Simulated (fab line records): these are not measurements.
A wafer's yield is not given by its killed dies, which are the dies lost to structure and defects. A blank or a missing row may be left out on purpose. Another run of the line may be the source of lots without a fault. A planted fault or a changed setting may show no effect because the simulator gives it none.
Chamber matching ; flow sky130 ; SKY_POLY_GATE_ETCH_16 on rie_diel-03: 4 sister chambers
The step etches Si3N4 in CH3F/O2, stops on poly-Si, time 147.5 s, target depth 75 nm. 4 wafers are shown with their chamber, then 7 later ones without.

== WAFERS PAIRED WITH THEIR CHAMBERS ==
wafer;chamber;drypump_motor_current_A (A)
L840.1;1;6.2
L846.2;2;5.9
L848.1;0;6.8
L848.2;3;4.9

== WAFERS WITH NO CHAMBER GIVEN ==
wafer;drypump_motor_current_A (A)
L848.4;5.9
L855.4;5.9
L855.5;6.7
L855.6;6.2
L856.1;5.9
L856.3;6.7
L856.5;6.2

== EACH ONE'S CHAMBER ==
wafer;from the rows above;in truth
L848.4;2;2
L855.4;2;2
L855.5;0;0
L855.6;1;1
L856.1;2;2
L856.3;0;0
L856.5;1;1
Placed correctly: 7 of 7. Number that these rows cannot place: 0. Wrongly placed: 0.
How it was worked out, from the rows above alone: a wafer's distance from a chamber is the root of the sum, over the readings, of the square of ((its reading less the chamber's mean) divided by the reading's scatter). If the next closest chamber is less than 2 further off than the closest, the wafer can't be placed; otherwise it belongs to the closest. For every chamber, the mean is computed from those of its wafers that are shown. The scatter: root of mean squared gap, hidden wafer to nearest shown wafer, with one shown wafer a chamber.
